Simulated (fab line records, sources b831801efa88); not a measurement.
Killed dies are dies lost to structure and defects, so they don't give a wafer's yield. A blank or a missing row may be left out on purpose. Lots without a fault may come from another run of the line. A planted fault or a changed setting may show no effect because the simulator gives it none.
A struck lot beside a sound one | flow gf180mcu | 15 steps out of a route of 602
Sound: wafers L766.1, L766.4, L766.6. Struck: wafer L764.1. (L764.4, L764.5 of the same lot were not struck and are left out.) The cause comes at the end.
At each step with rows: each side's tool, then ch and its chambers, then its first start. Under that, the readings that differ: sound wafers | struck wafers | difference of the means | sigmas: that difference in standard deviations of wafers without a fault.
alike: readings whose means differ by less than 2 such deviations, and words and numbers that are the same on both sides. not compared: withheld readings, readings that some wafer has no value for, bounds like >300 that may hide the same value, and numbers for which the record gives no deviation and whose values overlap.
The two part at a step that has a row with sigmas, a row that says differs or no value, or rows on one side only. Numbers that don't overlap but have no deviation are shown without sigmas and don't part them. A reading that every wafer of one side lacks parts them only if that side has two wafers or more.

GF_V3_BOW_MEAS_05:
  sound on film_metro-02, day 26 16:40; struck on film_metro-02, day 25 23:16
  reading     | sound       | struck | difference | sigmas
  V3_BOW (um) | 114 118 101 | 132    | +21        | +2
then, 8 steps without rows for these wafers: GF_V3_DEHYDRATE_06 (time 60 s); GF_V3_HMDS_07 (prime time 60 s); GF_V3_COAT_08; GF_V3_COAT_09 (resist thk 1000 nm); GF_V3_SOFTBAKE_10 (time 60 s); GF_V3_EXPOSE_11 (exposes mask Via3, target cd 260 nm); GF_V3_PEB_12 (peb time 90 s); GF_V3_DEVELOP_13 (develop time 60 s).
GF_V3_CD_MEAS_14: target cd 260 nm.
  sound on cd_sem-02, day 27 12:15; struck on cd_sem-02, day 26 20:12
  alike: cd_nm
GF_V3_OVL_MEAS_15:
  sound on overlay-02, day 27 12:22; struck on overlay-01, day 26 20:19
  alike: V3_OVL
GF_V3_ETCH_16: etches BARC in N2/H2.
  sound on rie_diel-04 ch 1,2, day 27 12:25; struck on rie_diel-01 ch 3, day 26 20:22
  alike: bias_w, drypump_motor_current_A, h2_flow_sccm, oes_product_au, throttle_valve_pct
GF_V3_ETCH_17: etches SiO2 in C4F8/O2/Ar, stops on TiN, target depth 635 nm.
  sound on rie_diel-04 ch 1,2, day 27 12:00; struck on rie_diel-01 ch 3, day 26 20:00
  reading                                | sound             | struck | difference | sigmas
  bias_w (W)                             | 1192 1203 1198    | 1296   | +98        | +25
  model.TiN_of_M3_SPUTTER_04.thk_nm (nm) | 49.72 49.05 49.71 | 48.72  | -0.77      |
  alike: oes_product_au
GF_V3_STRIP_18: strips in O2/N2.
  sound on plasma_asher-03 ch 0,1, day 27 12:32; struck on plasma_asher-01 ch 0, day 26 20:29
  alike: drypump_motor_current_A, heater_power_w, oes_product_au
  not compared: rf_hours_counter_h
-- the record jumps here: 6 days lie between the struck wafers' starts before and after (it left off in module V3 and takes up again in module PASSIVATION, whose first step shown is number 602 of the route) --
GF_PASSIVATION_PROBE_99:
  the record has rows for the struck wafers here (prober-02, day 32 17:04) and none for the sound ones

WHERE THEY PART
First at GF_V3_BOW_MEAS_05; last, within this record, at GF_PASSIVATION_PROBE_99.

WHY: what the simulator had put in
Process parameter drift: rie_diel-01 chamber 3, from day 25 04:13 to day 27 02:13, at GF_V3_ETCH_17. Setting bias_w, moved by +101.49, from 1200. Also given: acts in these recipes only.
